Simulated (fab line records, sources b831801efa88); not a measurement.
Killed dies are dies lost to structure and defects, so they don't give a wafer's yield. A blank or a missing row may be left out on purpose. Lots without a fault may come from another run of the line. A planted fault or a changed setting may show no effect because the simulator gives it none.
Which tool did it? | flow gf180mcu | 13 lots, 39 wafers sampled, at 5 steps of a route of 602

WHAT THE GAUGES READ, wafer by wafer
GF_VT_IMPLANT_OVL_MEAS_18. Usual: VT_IMPLANT_01_OVL -0.2 nm, standard deviation 0.92.
lot  | measured     | on         | VT_IMPLANT_01_OVL (nm) | flag
L496 | day 5 12:00  | overlay-01 | 1.6 1.1 0.0            |
L497 | day 5 19:15  | overlay-02 | -1.9 -0.6 0.2          |
L498 | day 6 05:29  | overlay-02 | -1.2 -0.5 -0.4         |
L499 | day 6 06:58  | overlay-01 | 0.1 1.6 -1.3           |
L500 | day 6 15:01  | overlay-01 | -0.9 -0.4 -1.1         |
L501 | day 6 22:17  | overlay-02 | -0.5 0.5 -1.4          |
L502 | day 8 19:59  | overlay-02 | 0.3 0.0 0.0            |
L506 | day 9 02:25  | overlay-01 | 1.2 0.3 1.4            |
L513 | day 10 18:26 | overlay-01 | 0.9 -0.9 -0.5          |
L514 | day 11 03:43 | overlay-01 | -0.5 0.3 0.5           |
L516 | day 11 12:42 | overlay-02 | 1.4 -0.2 -1.0          |
L517 | day 11 19:56 | overlay-01 | -0.4 -0.7 -0.4         |
L519 | day 12 12:02 | overlay-01 | 0.0 0.1 0.4            |

GF_VT_IMPLANT_OVL_MEAS_29. Usual: VT_IMPLANT_02_OVL -1.0 nm, standard deviation 1.5.
lot  | measured     | on         | VT_IMPLANT_02_OVL (nm) | flag
L496 | day 6 02:50  | overlay-01 | 0.7 0.9 -1.7           |
L497 | day 6 10:23  | overlay-01 | -0.4 2.0 -0.1          |
L498 | day 6 21:05  | overlay-01 | -1.6 -2.0 -2.3         |
L499 | day 6 22:53  | overlay-01 | -0.8 -0.8 0.4          |
L500 | day 7 05:56  | overlay-02 | -0.1 -0.2 -1.2         |
L501 | day 7 13:29  | overlay-02 | -1.7 -1.0 -1.5         |
L502 | day 9 13:26  | overlay-01 | -3.1 -3.1 0.0          |
L506 | day 9 20:26  | overlay-02 | 0.7 -0.3 0.1           |
L513 | day 11 13:22 | overlay-02 | -4.4 -4.0 -2.2         |
L514 | day 11 22:50 | overlay-01 | 0.5 1.7 -1.2           |
L516 | day 12 08:21 | overlay-01 | -2.1 -2.3 -1.8         |
L517 | day 12 16:08 | overlay-01 | 0.7 2.5 -1.1           |
L519 | day 13 07:55 | overlay-01 | -1.3 0.5 -1.7          |

GF_VT_IMPLANT_RS_MEAS_49: measures by four-point-probe. Usual: MVPSD_RS 1166.9 ohm/sq, standard deviation 2.4.
lot  | measured     | on            | MVPSD_RS (ohm/sq)    | flag
L496 | day 6 18:51  | film_metro-04 | 1165.6 1169.0 1167.5 |
L497 | day 7 01:36  | film_metro-03 | 1162.9 1162.4 1163.6 |
L498 | day 7 13:31  | film_metro-04 | 1166.0 1167.7 1167.8 |
L499 | day 7 15:00  | film_metro-02 | 1164.6 1167.4 1162.9 |
L500 | day 7 22:25  | film_metro-03 | 1167.3 1170.9 1171.3 |
L501 | day 8 06:31  | film_metro-03 | 1162.6 1167.6 1164.1 |
L502 | day 10 08:28 | film_metro-03 | 1166.8 1166.9 1165.5 |
L506 | day 10 15:20 | film_metro-02 | 1180.3 1168.5 1171.5 |
L513 | day 12 09:24 | film_metro-04 | 1166.8 1169.7 1167.3 |
L514 | day 12 19:38 | film_metro-04 | 1169.9 1167.7 1168.2 |
L516 | day 13 05:31 | film_metro-02 | 1164.9 1167.1 1167.0 |
L517 | day 13 13:07 | film_metro-03 | 1166.9 1166.9 1167.9 |
L519 | day 14 04:40 | film_metro-04 | 1166.2 1172.5 1168.0 |

GF_POLY_GATE_CD_MEAS_10: target cd 280 nm. Usual: cd_nm 279.5 nm, standard deviation 1.1.
lot  | measured     | on        | cd_nm (nm)        | flag
L496 | day 8 11:06  | cd_sem-01 | 278.2 278.2 276.2 |
L497 | day 8 16:55  | cd_sem-02 | 280.1 278.9 279.7 |
L498 | day 9 07:23  | cd_sem-02 | 282.2 280.9 281.2 |
L499 | day 9 07:44  | cd_sem-02 | 281.4 280.7 281.3 |
L500 | day 9 16:05  | cd_sem-02 | 279.5 279.9 278.9 |
L501 | day 9 23:34  | cd_sem-02 | 279.4 280.0 280.4 |
L502 | day 12 01:35 | cd_sem-01 | 279.1 280.1 279.6 |
L506 | day 12 10:37 | cd_sem-01 | 279.7 281.6 280.2 |
L513 | day 14 14:07 | cd_sem-02 | 280.1 280.5 279.8 |
L514 | day 15 00:34 | cd_sem-01 | 281.2 279.7 279.9 |
L516 | day 15 11:38 | cd_sem-01 | 277.5 276.1 278.8 |
L517 | day 15 19:01 | cd_sem-02 | 277.9 278.8 278.6 |
L519 | day 16 11:11 | cd_sem-02 | 279.6 280.0 279.9 |

WHICH TOOL RAN EACH LOT (tool, then ch and the chambers of the sampled wafers, then the start)
lot  | GF_MVPSD_IMPLANT_08
L496 | implanter-03 ch 0, day 4 08:23
L497 | implanter-03 ch 0, day 4 14:32
L498 | implanter-02 ch 0, day 4 23:46
L499 | implanter-04 ch 0, day 5 00:33
L500 | implanter-04 ch 0, day 5 08:54
L501 | implanter-02 ch 0, day 5 14:36
L502 | implanter-02 ch 0, day 7 11:06
L506 | implanter-02 ch 0, day 7 16:18
L513 | implanter-04 ch 0, day 9 06:24
L514 | implanter-04 ch 0, day 9 15:35
L516 | implanter-04 ch 0, day 10 00:05
L517 | implanter-03 ch 0, day 10 06:33
L519 | implanter-03 ch 0, day 10 21:49
- GF_MVPSD_IMPLANT_08

WHAT THE TOOLS THEMSELVES READ (means of the sampled wafers that have a number; where no wafer has one, the mark that the record gives instead)
GF_MVPSD_IMPLANT_08. Usual: dose_ions_cm2 1.4999e+13, standard deviation 1.5e+10.
lot  | tool         | dose_ions_cm2 | flag
L496 | implanter-03 | 1.5004e+13    |
L497 | implanter-03 | 1.4995e+13    |
L498 | implanter-02 | 1.5005e+13    |
L499 | implanter-04 | 1.4998e+13    |
L500 | implanter-04 | 1.5016e+13    |
L501 | implanter-02 | 1.4993e+13    |
L502 | implanter-02 | 1.5027e+13    |
L506 | implanter-02 | 1.4999e+13    |
L513 | implanter-04 | 1.4987e+13    |
L514 | implanter-04 | 1.4991e+13    |
L516 | implanter-04 | 1.4981e+13    |
L517 | implanter-03 | 1.5012e+13    |
L519 | implanter-03 | 1.5006e+13    |

THE ANSWER, worked out from the rows above alone
Rule: a lot is off if the mean of its wafers that have a number lies more than 3 standard deviations from the usual mean. A lot without any number at a reading at which 4 lots or more have one is off too. The other lots that the step has rows for count as sound. The gauges are gone through in route order, then the tools' own readings, and for those a lot's mean is taken as printed above. The first step at which some lot is off is used, and at that step the reading that is off furthest; a lot without a number counts as furthest.
No lot is off at any reading shown: from this, nothing can be told.

WHAT THE SIMULATOR HAD PUT IN
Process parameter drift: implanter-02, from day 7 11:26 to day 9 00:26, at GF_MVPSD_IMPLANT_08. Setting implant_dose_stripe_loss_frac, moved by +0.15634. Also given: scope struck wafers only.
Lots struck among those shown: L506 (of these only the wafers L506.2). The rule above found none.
